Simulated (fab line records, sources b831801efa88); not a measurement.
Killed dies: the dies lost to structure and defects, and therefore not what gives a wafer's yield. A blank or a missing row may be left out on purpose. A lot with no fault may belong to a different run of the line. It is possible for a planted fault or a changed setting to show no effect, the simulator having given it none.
Matching of chambers ; flow sky130 ; 4 sister chambers for SKY_LI_CONTACT_ETCH_14 on rieDiel-04
The step etches BARC in N2/H2, stops on SiO2, time 45.9 s, target depth 60 nm. 4 wafers are shown with their chamber, then 11 later ones without.

== WAFERS PAIRED WITH THEIR CHAMBERS ==
wafer;chamber;drypumpMotorCurrentA (A)
L087.2;0;5.86
L087.3;1;5.60
L087.6;2;6.05
L088.1;3;6.19

== WAFERS MISSING THEIR CHAMBER ==
wafer;drypumpMotorCurrentA (A)
L088.3;6.03
L088.4;5.61
L091.2;5.88
L091.4;6.23
L091.5;5.88
L094.1;5.59
L094.2;6.20
L094.6;5.86
L097.3;5.86
L097.4;5.58
L097.5;6.04

== WHICH CHAMBER EACH WENT THROUGH ==
wafer;from the rows above;in truth
L088.3;2;2
L088.4;1;1
L091.2;0;0
L091.4;3;3
L091.5;0;0
L094.1;1;1
L094.2;3;3
L094.6;0;0
L097.3;0;0
L097.4;1;1
L097.5;2;2
11 of 11 placed correctly. From these rows, 0 cannot be placed. Number placed wrongly: 0.
How it was worked out, from the rows above alone: a wafer's distance from a chamber is the root of the sum, over the readings, of the square of ((its reading less the chamber's mean) divided by the reading's scatter). If the next closest chamber is less than 2 further off than the closest, the wafer can't be placed; otherwise it belongs to the closest. A chamber's mean is the mean of its shown wafers. The scatter: with one shown wafer a chamber, the root of the mean of the squares of how far each hidden wafer lies from its nearest shown one.
